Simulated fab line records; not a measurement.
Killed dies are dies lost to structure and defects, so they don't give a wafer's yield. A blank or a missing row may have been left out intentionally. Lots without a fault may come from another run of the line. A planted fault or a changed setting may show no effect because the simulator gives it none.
fab line records | flow sky130
[record] lots = 13 wafers = 39 lastDay = 50
route steps=708 shown SONOS_TUNNEL@161 SONOS_ONO@171 GATE_OXIDE@189 PAD_OPEN@708
lots untouched by any fault: they come from a run of this same line in which no faults occurred
startH: hours from the record's opening day to when the first of the lot's shown wafers began | waitH: hours elapsed since this lot's preceding step | " identical to the entry in the row above | L1.1+2: one row covering several wafers at once | - no value, or no start given | * or withheld: withheld | < > ~ a bound
route shown NAME@n: NAME is a module with steps in the file, n the number in the route of the first one | usual: the fault-free wafers' mean and standard deviation | same: alike in all rows | chamber/n: place in a boat | sites: each site's reading | _std_site: standard deviation across them | _edge_site: outer sites' mean less inner sites' | radiusMm: how far each site lies from the wafer's centre | mask NAME#n: copy n | behind: the most recent tool/chamber to have shaped the wafer | hold: cause of the lot's hold/its duration in hours/its outcome | device: which transistor (n, p or np) failed to switch | end of line: the tests these same wafers got at the end of their route | a step with no rows: only its recipe | killed: dies that structure and defects cost at the first sort, which is not the same as the wafer's yield | map: dies across one wafer; x = killed, . = not, _ = none there
set.NAME: the setting the step ran with; set.NAME@STEP: the setting that earlier step ran with | model.NAME: the simulator's own value behind a step, which no gauge read
route steps across a sampled set of lots; one table per step, one row per wafer
services: a tool's chamber out of use, with start hour (startH, from the record's first day; less than 0 if before it), hours out, and reason
[[steps]]
[step SKY_SONOS_TUNNEL_CD_MEAS_07]
[recipe] targetCdNm = 410
[usual] cdNm = 410.0/2
// columns lot.wafer tool chamber startH waitH cdNm
L614.3 cdSem-02 - 285.28 0.1 409.1
L614.5 " - " " 409.2
L614.6 " - " " 410.7
L613.4 cdSem-02 - 287.40 0.1 410.5
L613.5 " - " " 410.3
L613.6 " - " " 408.8
L615.1 cdSem-01 - 296.29 0.1 407.0
L615.4 " - " " 408.9
L615.6 " - " " 408.0
L616.1 cdSem-01 - 298.09 0.1 408.6
L616.4 " - " " 409.7
L616.6 " - " " 407.7
L617.1 cdSem-01 - 303.04 0.1 412.8
L617.2 " - " " 412.2
L617.5 " - " " 413.7
L621.4 cdSem-02 - 344.01 0.1 408.0
L621.5 " - " " 407.7
L621.6 " - " " 410.8
L622.2 cdSem-02 - 345.36 0.1 410.8
L622.4 " - " " 407.6
L622.6 " - " " 407.8
L624.1 cdSem-01 - 371.74 0.1 411.5
L624.4 " - " " 410.5
L624.6 " - " " 410.9
L625.3 cdSem-01 - 377.23 0.1 409.8
L625.5 " - " " 411.1
L625.6 " - " " 410.1
L627.2 cdSem-02 - 394.41 0.1 411.6
L627.4 " - " " 413.0
L627.5 " - " " 412.1
L632.2 cdSem-01 - 429.91 0.1 409.8
L632.3 " - " " 408.5
L632.4 " - " " 409.2
L633.1 cdSem-01 - 441.33 0.1 410.9
L633.2 " - " " 410.7
L633.3 " - " " 409.4
L634.3 cdSem-02 - 449.77 0.1 405.4
L634.4 " - " " 405.6
L634.5 " - " " 405.7
[step SKY_SONOS_ONO_THK_MEAS_03]
[recipe] reads = Si3N4_of_SONOS_ONO_CVD_02
[usual] SONOS_ONO_CVD_02_THK = 10.52/0.13
// columns lot.wafer tool chamber startH waitH SONOS_ONO_CVD_02_THK[nm]
L614.3 filmMetro-03 - 289.55 0.0 10.46
L614.5 " - " " 10.50
L614.6 " - " " 10.50
L613.4 filmMetro-02 - 291.97 0.0 10.67
L613.5 " - " " 10.44
L613.6 " - " " 10.53
L615.1 filmMetro-03 - 301.44 0.0 10.53
L615.4 " - " " 10.63
L615.6 " - " " 10.53
L616.1 filmMetro-02 - 301.44 0.0 10.69
L616.4 " - " " 10.73
L616.6 " - " " 10.74
L617.1 filmMetro-01 - 307.32 0.0 10.43
L617.2 " - " " 10.50
L617.5 " - " " 10.32
L621.4 filmMetro-03 - 347.33 0.0 10.42
L621.5 " - " " 10.42
L621.6 " - " " 10.46
L622.2 filmMetro-01 - 356.14 0.0 10.58
L622.4 " - " " 10.45
L622.6 " - " " 10.40
L624.1 filmMetro-03 - 377.38 0.0 10.39
L624.4 " - " " 10.51
L624.6 " - " " 10.38
L625.3 filmMetro-02 - 384.11 0.0 10.81
L625.5 " - " " 10.69
L625.6 " - " " 10.80
L627.2 filmMetro-03 - 398.56 0.0 10.47
L627.4 " - " " 10.36
L627.5 " - " " 10.36
L632.2 filmMetro-03 - 436.15 0.0 10.49
L632.3 " - " " 10.62
L632.4 " - " " 10.58
L633.1 filmMetro-03 - 444.43 0.0 10.49
L633.2 " - " " 10.48
L633.3 " - " " 10.28
L634.3 filmMetro-02 - 465.65 0.0 10.57
L634.4 " - " " 10.65
L634.5 " - " " 10.71
[step SKY_GATE_OXIDE_THK_MEAS_02]
[recipe] reads = SiO2_of_GATE_OXIDE_OXIDATION_01
[usual] GATE_OXIDE_OXIDATION_00_THK = 10.19/0.19
// columns lot.wafer tool chamber startH waitH GATE_OXIDE_OXIDATION_00_THK[nm]
L614.3 filmMetro-01 - 319.25 0.0 10.07
L614.5 " - " " 10.16
L614.6 " - " " 10.27
L613.4 filmMetro-04 - 322.31 0.0 10.21
L613.5 " - " " 10.03
L613.6 " - " " 9.99
L615.1 filmMetro-04 - 332.39 0.0 10.36
L615.4 " - " " 10.25
L615.6 " - " " 10.24
L616.1 filmMetro-03 - 332.39 0.0 9.96
L616.4 " - " " 10.13
L616.6 " - " " 10.18
L617.1 filmMetro-01 - 338.20 0.0 10.16
L617.2 " - " " 10.25
L617.5 " - " " 10.16
L621.4 filmMetro-03 - 382.99 0.0 10.36
L621.5 " - " " 10.23
L621.6 " - " " 10.29
L622.2 filmMetro-01 - 388.89 0.0 10.01
L622.4 " - " " 10.16
L622.6 " - " " 10.15
L624.1 filmMetro-03 - 409.92 0.0 10.15
L624.4 " - " " 9.88
L624.6 " - " " 10.07
L625.3 filmMetro-04 - 416.29 0.0 10.11
L625.5 " - " " 10.09
L625.6 " - " " 10.13
L627.2 filmMetro-04 - 434.72 0.0 10.11
L627.4 " - " " 10.18
L627.5 " - " " 10.17
L632.2 filmMetro-03 - 470.50 0.0 10.47
L632.3 " - " " 10.60
L632.4 " - " " 10.41
L633.1 filmMetro-01 - 476.86 0.0 9.97
L633.2 " - " " 10.05
L633.3 " - " " 10.14
L634.3 filmMetro-04 - 499.46 0.0 10.18
L634.4 " - " " 10.36
L634.5 " - " " 10.10
[step SKY_GATE_OXIDE_STRIP_13]
[recipe] chemistry = O2/N2 powerW = 1400 pressureMtorr = 1500 platenTempC = withheld o2FlowSccm = 3000 n2FlowSccm = 300 overashFraction = 0.5
[usual] chamberPressureMTorr = 1500/4.3 drypumpMotorCurrentA = 5.5/0.39 oesProductAu = 0.715/0.0044 stripTimeToEndpointS = 14.17/0.041
// columns lot.wafer tool chamber startH waitH chamberPressureMTorr drypumpMotorCurrentA oesProductAu rfHoursCounterH stripTimeToEndpointS
L614.3 plasmaAsher-02 1 347.71 0.0 1501 6.0 0.726 - 14.16
L614.5 " 0 " " 1498 5.8 0.727 - 14.20
L614.6 " 1 " " 1502 6.0 0.710 - 14.12
L613.4 plasmaAsher-01 1 350.92 0.0 1499 5.3 0.712 - 14.11
L613.5 " 1 " " 1502 5.3 0.715 - 14.16
L613.6 " 0 " " 1498 5.7 0.713 - 14.13
L615.1 plasmaAsher-01 0 361.34 0.0 1500 5.7 0.709 54 14.19
L615.4 " 0 " " 1499 5.7 0.716 - 14.13
L615.6 " 0 " " 1498 5.7 0.710 - 14.13
L616.1 plasmaAsher-04 1 361.62 0.0 1452 4.9 0.716 63 14.16
L616.4 " 0 " " 1498 5.6 0.724 - 14.13
L616.6 " 0 " " 1500 5.6 0.715 - 14.16
L617.1 plasmaAsher-02 0 367.17 0.0 1504 5.8 0.725 65 14.21
L617.2 " 1 " " 1498 6.0 0.709 65 14.17
L617.5 " 0 " " 1502 5.8 0.719 - 14.21
L621.4 plasmaAsher-01 1 410.96 0.0 1501 5.3 0.718 - 14.16
L621.5 " 0 " " 1499 5.7 0.714 - 14.19
L621.6 " 1 " " 1501 5.3 0.720 - 14.24
L622.2 plasmaAsher-04 0 418.34 0.0 1501 5.6 0.712 70 14.17
L622.4 " 1 " " 1499 4.9 0.717 - 14.18
L622.6 " 0 " " 1499 5.6 0.711 - 14.13
L624.1 plasmaAsher-01 0 440.67 0.0 - - - - -
L624.4 " 1 " " - - - - -
L624.6 " 1 " " - - - - -
L625.3 plasmaAsher-02 1 446.61 0.0 - - - - -
L625.5 " 0 " " - - - - -
L625.6 " 1 " " - - - - -
L627.2 plasmaAsher-04 1 465.62 0.0 1500 4.9 0.714 3 14.21
L627.4 " 1 " " 1501 4.9 0.715 - 14.22
L627.5 " 1 " " 1501 4.9 0.717 - 14.19
L632.2 plasmaAsher-02 0 501.02 0.0 1500 5.8 0.716 77 14.19
L632.3 " 0 " " 1500 5.8 0.721 - 14.18
L632.4 " 1 " " 1500 6.0 0.715 - 14.24
L633.1 plasmaAsher-04 0 508.18 0.0 1500 5.6 0.721 7 14.15
L633.2 " 1 " " 1502 4.9 0.715 7 14.12
L633.3 " 0 " " 1499 5.6 0.719 - 14.13
L634.3 plasmaAsher-04 1 529.36 0.0 1499 4.9 0.708 - 14.08
L634.4 " 0 " " 1503 5.6 0.707 - 14.08
L634.5 " 0 " " 1499 5.6 0.712 - 14.11
[step SKY_PAD_OPEN_PROBE_99]
[usual] killed_at_M0_to_M3 = 43/7.8 killed_at_M4_up = 3.2/1.9 killedAtContacts = 24/5 killedAtFrontEnd = 14/4.5 killedAtOther = 0.2/0.41 killedDies = 84/9.6 killedOnRim = 17/3.8 killedOpen = 47/6.9 killedShort = 38/6
[same] grossDies = 492 killedAtBackSide = 0
// columns lot.wafer tool chamber startH waitH killed_at_M0_to_M3 killed_at_M4_up killedAtContacts killedAtFrontEnd killedAtOther killedDies killedOnRim killedOpen killedShort
L614.3 prober-02 - 1097.05 0.2 50 3 26 8 0 87 18 48 39
L614.5 prober-02 - 1097.15 0.2 38 4 30 15 0 87 16 50 37
L614.6 prober-02 - 1097.20 0.2 39 3 29 14 1 86 14 38 48
L617.1 prober-02 - 1117.11 0.1 40 7 22 10 1 80 19 41 39
L617.2 prober-02 - 1117.16 0.1 42 5 23 14 0 84 19 47 37
L617.5 prober-02 - 1117.31 0.2 32 3 23 18 1 77 20 38 39
L621.4 prober-02 - 1146.85 0.2 35 2 27 5 0 69 13 44 25
L621.5 prober-02 - 1146.90 0.2 46 1 29 17 0 93 22 56 37
L621.6 prober-02 - 1146.95 0.2 35 4 26 26 0 91 19 44 47
L622.2 prober-01 - 1154.21 0.1 47 4 24 14 0 89 19 39 50
L622.4 prober-01 - 1154.31 0.2 33 5 27 23 0 88 15 54 34
L622.6 prober-01 - 1154.41 0.2 29 3 28 12 1 73 15 37 36
L624.1 prober-01 - 1158.91 0.1 46 3 26 417 0 492 96 49 55
L624.4 prober-01 - 1159.06 0.2 47 0 25 420 0 492 96 49 33
L624.6 prober-01 - 1159.16 0.2 37 2 30 423 0 492 96 51 33
L625.3 prober-02 - 1168.70 0.2 41 3 21 427 0 492 96 46 28
L625.5 prober-02 - 1168.80 0.2 54 2 21 415 0 492 96 58 41
L625.6 prober-02 - 1168.85 0.2 47 6 23 415 1 492 96 41 48
L632.2 prober-01 - 1195.40 0.1 49 0 26 17 0 92 21 49 43
L632.3 prober-01 - 1195.45 0.2 57 5 25 10 0 97 18 39 58
L632.4 prober-01 - 1195.50 0.2 37 3 27 18 0 85 17 43 42
L634.3 prober-01 - 1207.66 0.2 49 6 24 11 0 90 19 46 44
L634.4 prober-01 - 1207.71 0.2 55 1 17 11 0 84 12 49 35
L634.5 prober-01 - 1207.76 0.2 38 3 23 12 0 76 21 38 38
// killed by level:class
L614.3 VIA1:geometricParticle:open=11 CONTACT:geometricParticle:open=9 VIA3:geometricParticle:open=8 VIA2:geometricParticle:open=7 LOCAL_INTERCONNECT:geometricParticle:short=6 LI_CONTACT:geometricParticle:open=5 METAL1:geometricParticle:short=5 VIA3:geometricParticle:short=5
L614.5 VIA1:geometricParticle:open=10 LI_CONTACT:geometricParticle:open=8 CONTACT:geometricParticle:open=7 VIA3:geometricParticle:open=7 POLY_GATE:geometricParticle:open=6 POLY_GATE:geometricParticle:short=4 LI_CONTACT:geometricParticle:short=4 LOCAL_INTERCONNECT:geometricParticle:short=4
L614.6 LI_CONTACT:geometricParticle:short=7 CONTACT:geometricParticle:open=7 VIA3:geometricParticle:open=7 LOCAL_INTERCONNECT:geometricParticle:short=6 METAL1:geometricParticle:short=6 VIA1:geometricParticle:open=6 LI_CONTACT:geometricParticle:open=5 VIA3:geometricParticle:short=5
L617.1 VIA2:geometricParticle:open=7 LI_CONTACT:geometricParticle:open=6 CONTACT:geometricParticle:open=5 VIA3:geometricParticle:open=5 VIA1:geometricParticle:open=5 METAL4:geometricParticle:short=5 LOCAL_INTERCONNECT:geometricParticle:short=4 VIA1:geometricParticle:short=4
L617.2 VIA1:geometricParticle:open=11 VIA3:geometricParticle:open=8 CONTACT:geometricParticle:open=7 LOCAL_INTERCONNECT:geometricParticle:short=6 CONTACT:geometricParticle:short=6 METAL1:geometricParticle:short=6 VIA2:geometricParticle:open=6 POLY_GATE:geometricParticle:open=5
L617.5 CONTACT:geometricParticle:open=7 FIELD_ISO:geometricParticle:short=6 VIA1:geometricParticle:open=6 POLY_GATE:geometricParticle:open=5 VIA3:geometricParticle:open=5 CONTACT:geometricParticle:short=5 METAL1:geometricParticle:short=5 LOCAL_INTERCONNECT:geometricParticle:short=4
L621.4 CONTACT:geometricParticle:open=11 VIA1:geometricParticle:open=9 LI_CONTACT:geometricParticle:open=9 METAL2:geometricParticle:short=7 VIA2:geometricParticle:open=5 LOCAL_INTERCONNECT:geometricParticle:short=4 VIA3:geometricParticle:short=4 VIA3:geometricParticle:open=3
L621.5 VIA1:geometricParticle:open=16 VIA3:geometricParticle:open=9 LI_CONTACT:geometricParticle:open=8 FIELD_ISO:geometricParticle:open=7 LOCAL_INTERCONNECT:geometricParticle:short=6 CONTACT:geometricParticle:short=5 CONTACT:geometricParticle:open=5 VIA1:geometricParticle:short=5
L621.6 CONTACT:geometricParticle:open=12 VIA1:geometricParticle:open=10 METAL2:geometricParticle:short=8 FIELD_ISO:geometricParticle:short=7 POLY_GATE:geometricParticle:short=7 POLY_GATE:geometricParticle:open=6 LI_CONTACT:geometricParticle:open=6 VIA2:geometricParticle:open=5
L622.2 METAL2:geometricParticle:short=9 METAL1:geometricParticle:short=8 LI_CONTACT:geometricParticle:open=7 VIA1:geometricParticle:open=5 CONTACT:geometricParticle:open=5 METAL3:geometricParticle:short=5 LOCAL_INTERCONNECT:geometricParticle:open=4 VIA2:geometricParticle:short=4
L622.4 CONTACT:geometricParticle:open=13 FIELD_ISO:geometricParticle:short=8 VIA2:geometricParticle:open=8 VIA1:geometricParticle:open=8 LI_CONTACT:geometricParticle:open=6 FIELD_ISO:geometricParticle:open=5 METAL2:geometricParticle:short=5 POLY_GATE:geometricParticle:open=4
L622.6 CONTACT:geometricParticle:open=9 VIA1:geometricParticle:open=8 LI_CONTACT:geometricParticle:open=6 CONTACT:geometricParticle:short=6 METAL2:geometricParticle:short=5 LOCAL_INTERCONNECT:geometricParticle:short=4 VIA1:geometricParticle:short=4 VIA2:geometricParticle:short=4
L624.1 GATE_OXIDE:areaOxidation=388 CONTACT:geometricParticle:open=12 METAL1:geometricParticle:short=11 FIELD_ISO:geometricParticle:short=9 FIELD_ISO:geometricParticle:open=7 LI_CONTACT:geometricParticle:open=7 METAL2:geometricParticle:open=5 POLY_GATE:geometricParticle:short=5
L624.4 GATE_OXIDE:areaOxidation=410 LI_CONTACT:geometricParticle:open=11 VIA3:geometricParticle:open=10 VIA1:geometricParticle:open=10 CONTACT:geometricParticle:open=7 METAL2:geometricParticle:short=5 METAL1:geometricParticle:short=4 VIA1:geometricParticle:short=4
L624.6 GATE_OXIDE:areaOxidation=408 LI_CONTACT:geometricParticle:open=10 CONTACT:geometricParticle:open=10 VIA1:geometricParticle:open=9 CONTACT:geometricParticle:short=7 VIA2:geometricParticle:open=6 POLY_GATE:geometricParticle:open=5 VIA2:geometricParticle:short=5
L625.3 GATE_OXIDE:areaOxidation=418 VIA1:geometricParticle:open=9 CONTACT:geometricParticle:open=7 LI_CONTACT:geometricParticle:open=7 VIA3:geometricParticle:short=6 VIA3:geometricParticle:open=6 POLY_GATE:geometricParticle:open=4 VIA1:geometricParticle:short=4
L625.5 GATE_OXIDE:areaOxidation=393 VIA2:geometricParticle:open=13 VIA1:geometricParticle:open=12 FIELD_ISO:geometricParticle:open=11 CONTACT:geometricParticle:short=7 VIA3:geometricParticle:open=7 LOCAL_INTERCONNECT:geometricParticle:short=6 METAL1:geometricParticle:short=6
L625.6 GATE_OXIDE:areaOxidation=403 CONTACT:geometricParticle:open=10 METAL1:geometricParticle:short=9 VIA1:geometricParticle:open=9 METAL2:geometricParticle:short=7 VIA3:geometricParticle:open=7 LOCAL_INTERCONNECT:geometricParticle:short=6 POLY_GATE:geometricParticle:open=4
L632.2 METAL2:geometricParticle:short=9 VIA3:geometricParticle:open=9 LI_CONTACT:geometricParticle:open=7 VIA1:geometricParticle:open=7 FIELD_ISO:geometricParticle:open=6 LOCAL_INTERCONNECT:geometricParticle:short=6 CONTACT:geometricParticle:short=5 CONTACT:geometricParticle:open=5
L632.3 VIA1:geometricParticle:open=11 LOCAL_INTERCONNECT:geometricParticle:short=9 METAL1:geometricParticle:short=8 METAL3:geometricParticle:short=7 METAL2:geometricParticle:short=6 VIA1:geometricParticle:short=6 VIA2:geometricParticle:open=6 CONTACT:geometricParticle:short=5
L632.4 LI_CONTACT:geometricParticle:open=11 METAL2:geometricParticle:short=7 VIA2:geometricParticle:open=7 LOCAL_INTERCONNECT:geometricParticle:short=6 VIA1:geometricParticle:open=6 POLY_GATE:geometricParticle:open=5 CONTACT:geometricParticle:short=5 CONTACT:geometricParticle:open=5
L634.3 VIA1:geometricParticle:open=12 CONTACT:geometricParticle:open=9 VIA2:geometricParticle:open=8 CONTACT:geometricParticle:short=6 METAL2:geometricParticle:short=5 LOCAL_INTERCONNECT:geometricParticle:short=5 POLY_GATE:geometricParticle:short=4 METAL1:geometricParticle:short=4
L634.4 VIA1:geometricParticle:open=16 VIA2:geometricParticle:open=12 VIA1:geometricParticle:short=8 METAL1:geometricParticle:short=5 CONTACT:geometricParticle:open=5 METAL3:geometricParticle:short=4 LI_CONTACT:geometricParticle:open=4 VIA2:geometricParticle:short=4
L634.5 LI_CONTACT:geometricParticle:open=7 VIA3:geometricParticle:open=6 VIA1:geometricParticle:open=6 FIELD_ISO:geometricParticle:short=5 LOCAL_INTERCONNECT:geometricParticle:short=5 CONTACT:geometricParticle:open=5 METAL1:geometricParticle:short=5 VIA1:geometricParticle:short=5
[[services]]
// columns tool chamber startH hours kind
plasmaAsher-02 - 390.57 28.1 pm
plasmaAsher-04 - 421.25 9.0 pm
plasmaAsher-04 0 421.25 9.0 ventCycle
plasmaAsher-04 1 421.25 9.0 ventCycle
plasmaAsher-04 - 423.40 4.6 repair
plasmaAsher-04 0 430.25 - clean
plasmaAsher-04 1 430.25 - clean
plasmaAsher-04 - 462.35 2.8 pm
plasmaAsher-04 - 519.57 1.4 repair
[[key]]
[firstSign] step = SKY_GATE_OXIDE_STRIP_13 reading = toolRecord direction = missing
[effect] step = SKY_PAD_OPEN_PROBE_99 reading = killedAtFrontEnd direction = up sigmas = 90 usual = 14 struck = 420
[moreKillsBornAt] SKY_GATE_OXIDE_OXIDATION_16@furnace-02 = 2420
metAt SKY_GATE_OXIDE_STRIP_13
struckLots L624,L625
laterRowsLeftOut L624.1,L624.4,L624.6,L625.3,L625.5,L625.6
testerLeftOut L624,L625
notActingAt SKY_SONOS_TUNNEL_CD_MEAS_07,SKY_SONOS_ONO_THK_MEAS_03,SKY_GATE_OXIDE_THK_MEAS_02
onsetBetween 410.96 440.67
[fault] kind = skippedStepWhole tool = plasmaAsher-01,plasmaAsher-02 chamber = - onsetH = 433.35 steps = SKY_GATE_OXIDE_STRIP_13 scope = struckLotsOnly
// testerLeftOut: of these lots the tester's yield and bins aren't shown, on N5 and GAA mostly nor the transistor test; their killed dies are dies lost to structure and defects alone, not to doping, threshold or leakage, so they don't give the yield
// laterRowsLeftOut: the simulator's readings of these wafers behind a module that went badly wrong aren't trusted and aren't shown, but for the sort
